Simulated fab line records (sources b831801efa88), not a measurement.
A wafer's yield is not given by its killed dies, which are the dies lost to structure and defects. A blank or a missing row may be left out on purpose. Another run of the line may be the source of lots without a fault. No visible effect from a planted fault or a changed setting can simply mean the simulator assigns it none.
Struck lot and sound lot, side by side -- flow sky130 -- 15 steps out of a route of 708
Sound: the wafers L293.1, L293.2, L293.4. Wafers L305.3, L305.4, L305.6 were the ones struck. At the end, the cause is stated.
Order at every step that has rows: each side's tool, ch and its chambers, its first start. Under that, the readings that differ: sound wafers -- struck wafers -- difference of the means -- sigmas: that difference in standard deviations of wafers without a fault.
alike: words and numbers the same on both sides, and readings whose means are apart by under 2 such deviations; not compared: readings that were withheld, readings missing a value for some wafer, numbers with overlapping values and no deviation given by the record, and bounds like >300 which may hide the same value.
Wherever a step has rows on one side only, a row that says differs or no value, or a row with sigmas, the two part there. Numbers that don't overlap but have no deviation are shown without sigmas and don't part them. Lack of a reading on every wafer of one side parts them only where that side has two or more wafers.

SKY_FIELD_ISO_THK_MEAS_02:
  sound: filmMetro-03 at day 1 16:38; struck: filmMetro-03 at day 4 11:35
reading,sound,struck,difference,sigmas
FIELD_ISO_OXIDATION_00_THK (nm),11.61 11.76 11.63,12.18 12.17 12.17,+0.51,+2
then, 1 step without rows for these wafers: SKY_FIELD_ISO_CVD_03 (deposits Si3N4 from DCS/NH3, target thk 165 nm, time 2830 s).
SKY_FIELD_ISO_THK_MEAS_04:
  sound: filmMetro-01 at day 1 18:34; struck: filmMetro-03 at day 4 13:26
  alike: FIELD_ISO_CVD_03_THK
then, 8 steps without rows for these wafers: SKY_FIELD_ISO_DEHYDRATE_05 (time 60 s); SKY_FIELD_ISO_HMDS_06 (prime time 60 s); SKY_FIELD_ISO_COAT_07 (resist thk 60 nm); SKY_FIELD_ISO_COAT_08 (resist thk 450 nm); SKY_FIELD_ISO_SOFTBAKE_09 (time 90 s); SKY_FIELD_ISO_EXPOSE_10 (exposes mask FOM, target cd 150 nm); SKY_FIELD_ISO_PEB_11; SKY_FIELD_ISO_DEVELOP_12 (develop time 60 s).
SKY_FIELD_ISO_CD_MEAS_13: target cd 150 nm.
  sound: cdSem-02 at day 2 09:59; struck: cdSem-02 at day 5 06:02
reading,sound,struck,difference,sigmas
cdNm (nm),151.9 152.2 152.6,149.8 148.2 147.4,-3.8,-2
SKY_FIELD_ISO_ETCH_14: etches BARC in N2/H2, stops on SiO2, time 45.9 s, target depth 60 nm.
  sound on rieDiel-04 ch 0,2,3, day 2 10:07; struck on rieDiel-04 ch 1,2, day 5 06:07
reading,sound,struck,difference,sigmas
model.KrF-thick_of_FIELD_ISO_COAT_08.thkNm (nm),392.7 392.4 393.2,401 400.8 399.5,+8,
  alike: drypumpMotorCurrentA, h2FlowSccm, oesProductAu, throttleValvePct
  not compared: rfHoursCounterH
SKY_FIELD_ISO_ETCH_15: etches the open film in CHF3/O2, stops on Si, target depth 180 nm, time 72 s.
  sound on rieDiel-04 ch 0,2,3, day 2 10:09; struck on rieDiel-04 ch 1,2, day 5 06:09
reading,sound,struck,difference,sigmas
model.KrF-thick_of_FIELD_ISO_COAT_08.thkNm (nm),234.5 232.9 235.6,240.2 241.1 241.3,+6.5,
  alike: drypumpMotorCurrentA, oesProductAu, throttleValvePct
  not compared: rfHoursCounterH
SKY_FIELD_ISO_STRIP_16: strips in O2/N2.
  sound on plasmaAsher-04 ch 0,1, day 2 10:13; struck on plasmaAsher-04 ch 0,1, day 5 06:14
reading,sound,struck,difference,sigmas
stripTimeToEndpointS (s),3.514 3.503 3.540,3.590 3.590 3.605,+0.076,+3
  alike: drypumpMotorCurrentA, o2FlowSccm, oesProductAu
  not compared: rfHoursCounterH

== WHERE THEY PART ==
First at SKY_FIELD_ISO_THK_MEAS_02; last, within this record, at SKY_FIELD_ISO_STRIP_16.

WHY: the cause the simulator had injected
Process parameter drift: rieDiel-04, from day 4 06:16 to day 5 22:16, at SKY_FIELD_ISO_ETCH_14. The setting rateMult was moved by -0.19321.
